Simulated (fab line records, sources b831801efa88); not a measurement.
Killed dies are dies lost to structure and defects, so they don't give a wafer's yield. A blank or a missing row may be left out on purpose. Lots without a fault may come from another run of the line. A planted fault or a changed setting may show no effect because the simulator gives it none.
Which tool did it? | flow gf180mcu | 13 lots, 39 wafers sampled, at 6 steps of a route of 602

WHAT THE GAUGES READ, wafer by wafer
GF_STI_THK_MEAS_22. Usual: STI_OXIDATION_01_THK 15.9 nm, standard deviation 0.3.
lot  | measured    | on            | STI_OXIDATION_01_THK (nm) | flag
L493 | day 2 03:32 | film_metro-01 | 16.2 16.3 16.2            |
L494 | day 2 08:16 | film_metro-01 | 16.1 15.8 15.8            |
L496 | day 2 21:19 | film_metro-02 | 16.3 16.1 16.1            |
L497 | day 2 23:38 | film_metro-01 | 15.5 15.7 15.9            |
L498 | day 3 06:28 | film_metro-02 | 16.3 16.2 16.1            |
L499 | day 3 12:56 | film_metro-01 | 15.9 16.1 16.0            |
L500 | day 3 15:03 | film_metro-01 | 16.2 16.2 16.1            |
L501 | day 3 20:53 | film_metro-02 | 16.2 16.1 16.1            |
L506 | day 4 23:26 | film_metro-01 | 16.1 16.0 15.9            |
L508 | day 5 09:53 | film_metro-01 | 15.8 15.9 16.0            |
L509 | day 5 13:40 | film_metro-01 | 15.8 15.7 15.7            |
L513 | day 6 10:43 | film_metro-01 | 15.3 15.0 15.2            |
L516 | day 7 01:25 | film_metro-01 | 15.8 15.7 15.8            |

GF_DNWELL_TW_MEAS_09. Usual: DNWELL_TW 1363, standard deviation 9.2.
lot  | measured    | on            | DNWELL_TW      | flag
L493 | day 2 18:47 | film_metro-03 | 1356 1357 1348 |
L494 | day 2 22:58 | film_metro-04 | 1368 1366 1367 |
L496 | day 3 13:48 | film_metro-01 | 1366 1364 1371 |
L497 | day 3 16:17 | film_metro-04 | 1378 1371 1372 |
L498 | day 3 23:05 | film_metro-01 | 1375 1378 1374 |
L499 | day 4 05:20 | film_metro-03 | 1364 1364 1361 |
L500 | day 4 07:35 | film_metro-04 | 1365 1379 1375 |
L501 | day 4 13:46 | film_metro-01 | 1355 1353 1360 |
L506 | day 5 16:46 | film_metro-03 | 1347 1351 1349 |
L508 | day 6 03:10 | film_metro-04 | 1377 1366 1370 |
L509 | day 6 07:49 | film_metro-04 | 1373 1368 1375 |
L513 | day 7 06:06 | film_metro-03 | 1355 1346 1344 |
L516 | day 7 20:22 | film_metro-03 | 1358 1355 1354 |

GF_NWELL_TW_MEAS_11. Usual: NWELL_TW 1580, standard deviation 12.
lot  | measured    | on            | NWELL_TW       | flag
L493 | day 3 08:17 | film_metro-03 | 1581 1579 1582 |
L494 | day 3 12:29 | film_metro-02 | 1566 1572 1574 |
L496 | day 4 03:11 | film_metro-04 | 1607 1601 1592 |
L497 | day 4 06:14 | film_metro-02 | 1580 1583 1580 |
L498 | day 4 13:37 | film_metro-04 | 1598 1592 1591 |
L499 | day 4 19:23 | film_metro-04 | 1411 1410 1410 | OFF
L500 | day 4 21:32 | film_metro-04 | 1418 1404 1411 | OFF
L501 | day 5 05:24 | film_metro-04 | 1393 1401 1404 | OFF
L506 | day 6 07:53 | film_metro-03 | 1574 1576 1567 |
L508 | day 6 18:47 | film_metro-03 | 1573 1575 1576 |
L509 | day 6 23:11 | film_metro-03 | 1567 1578 1568 |
L513 | day 7 22:35 | film_metro-04 | 1594 1591 1605 |
L516 | day 8 12:56 | film_metro-03 | 1559 1560 1561 |

GF_LVPWELL_OVL_MEAS_07. Usual: LVPWELL_OVL -0.7 nm, standard deviation 1.4.
lot  | measured    | on         | LVPWELL_OVL (nm) | flag
L493 | day 3 21:20 | overlay-01 | -0.9 -2.2 -0.9   |
L494 | day 4 01:26 | overlay-01 | -0.1 -1.9 -1.3   |
L496 | day 4 16:02 | overlay-02 | -2.3 -2.8 -1.5   |
L497 | day 4 19:35 | overlay-02 | -0.9 -1.8 -0.8   |
L498 | day 5 02:53 | overlay-01 | 2.2 0.8 0.7      |
L499 | day 5 09:11 | overlay-02 | -0.6 -1.7 -0.8   |
L500 | day 5 11:41 | overlay-01 | 1.0 0.2 0.8      |
L501 | day 5 20:03 | overlay-02 | -2.0 -0.9 -2.4   |
L506 | day 6 22:47 | overlay-01 | -1.5 -1.7 -3.1   |
L508 | day 7 10:20 | overlay-01 | -2.7 -2.2 -2.1   |
L509 | day 7 14:53 | overlay-01 | 2.0 0.1 0.6      |
L513 | day 8 14:58 | overlay-02 | -3.8 -3.6 -2.4   |
L516 | day 9 05:45 | overlay-02 | -2.6 -2.6 -1.3   |

GF_VT_IMPLANT_RS_MEAS_47: measures by four-point-probe. Usual: NWELL_RS 490.1 ohm/sq, standard deviation 1.2.
lot  | measured     | on            | NWELL_RS (ohm/sq) | flag
L493 | day 7 14:58  | film_metro-03 | 489.4 490.2 491.7 |
L494 | day 7 19:46  | film_metro-03 | 489.7 488.5 488.6 |
L496 | day 8 12:56  | film_metro-04 | 490.5 490.2 489.1 |
L497 | day 8 16:47  | film_metro-02 | 491.6 492.4 492.5 |
L498 | day 9 01:55  | film_metro-04 | 491.0 491.3 489.9 |
L499 | day 9 10:01  | film_metro-02 | 625.9 625.7 628.1 | OFF
L500 | day 9 12:43  | film_metro-02 | 626.1 628.1 627.5 | OFF
L501 | day 9 22:31  | film_metro-03 | 631.7 630.5 629.4 | OFF
L506 | day 11 07:31 | film_metro-03 | 490.2 491.4 488.9 |
L508 | day 11 21:00 | film_metro-03 | 488.8 489.6 489.9 |
L509 | day 12 02:52 | film_metro-02 | 489.6 490.7 491.4 |
L513 | day 13 08:02 | film_metro-03 | 490.0 489.8 489.3 |
L516 | day 14 00:35 | film_metro-04 | 490.0 491.6 492.4 |

WHICH TOOL RAN EACH LOT (tool, then ch and the chambers of the sampled wafers, then the start)
lot  | GF_NWELL_IMPLANT_08
L493 | implanter-02 ch 0, day 3 07:53
L494 | implanter-02 ch 0, day 3 12:05
L496 | implanter-03 ch 0, day 4 02:48
L497 | implanter-03 ch 0, day 4 05:50
L498 | implanter-02 ch 0, day 4 13:13
L499 | implanter-03 ch 0, day 4 18:59
L500 | implanter-03 ch 0, day 4 21:08
L501 | implanter-03 ch 0, day 5 03:14
L506 | implanter-04 ch 0, day 6 07:29
L508 | implanter-04 ch 0, day 6 18:23
L509 | implanter-04 ch 0, day 6 22:47
L513 | implanter-02 ch 0, day 7 22:12
L516 | implanter-03 ch 0, day 8 12:33
- GF_NWELL_IMPLANT_08

WHAT THE TOOLS THEMSELVES READ (means of the sampled wafers that have a number; where no wafer has one, the mark that the record gives instead)
GF_NWELL_IMPLANT_08. Usual: dose_ions_cm2 1.5e+13, standard deviation 1.6e+10; faraday_current_uA 84.5, standard deviation 1.4.
lot  | tool         | dose_ions_cm2 | faraday_current_uA | flag
L493 | implanter-02 | 1.5e+13       | 84.3               |
L494 | implanter-02 | 1.5e+13       | 83.5               |
L496 | implanter-03 | 1.5e+13       | 83.7               |
L497 | implanter-03 | 1.5e+13       | 83.4               |
L498 | implanter-02 | 1.5e+13       | 84.4               |
L499 | implanter-03 | 9.3e+12       | 52.0               | OFF
L500 | implanter-03 | 9.3e+12       | 52.9               | OFF
L501 | implanter-03 | 9.3e+12       | 52.2               | OFF
L506 | implanter-04 | 1.5e+13       | 84.7               |
L508 | implanter-04 | 1.5e+13       | 83.8               |
L509 | implanter-04 | 1.5e+13       | 83.1               |
L513 | implanter-02 | 1.5e+13       | 85.5               |
L516 | implanter-03 | 1.5e+13       | 84.4               |

THE ANSWER, worked out from the rows above alone
Rule: a lot is off if the mean of its wafers that have a number lies more than 3 standard deviations from the usual mean. A lot without any number at a reading at which 4 lots or more have one is off too. The other lots that the step has rows for count as sound. The gauges are gone through in route order, then the tools' own readings, and for those a lot's mean is taken as printed above. The first step at which some lot is off is used, and at that step the reading that is off furthest; a lot without a number counts as furthest.
Off: L499, L500, L501, at GF_NWELL_TW_MEAS_11 (NWELL_TW).
A tool fits if, at a process step before that reading, it ran every lot that is off, and no sound lot after the first of them. The gauges at GF_NWELL_TW_MEAS_11 aren't tried: what is off there is off at GF_VT_IMPLANT_RS_MEAS_47 too, on other tools, and a gauge's error can't cause that. None of those tried fits.

WHAT THE SIMULATOR HAD PUT IN
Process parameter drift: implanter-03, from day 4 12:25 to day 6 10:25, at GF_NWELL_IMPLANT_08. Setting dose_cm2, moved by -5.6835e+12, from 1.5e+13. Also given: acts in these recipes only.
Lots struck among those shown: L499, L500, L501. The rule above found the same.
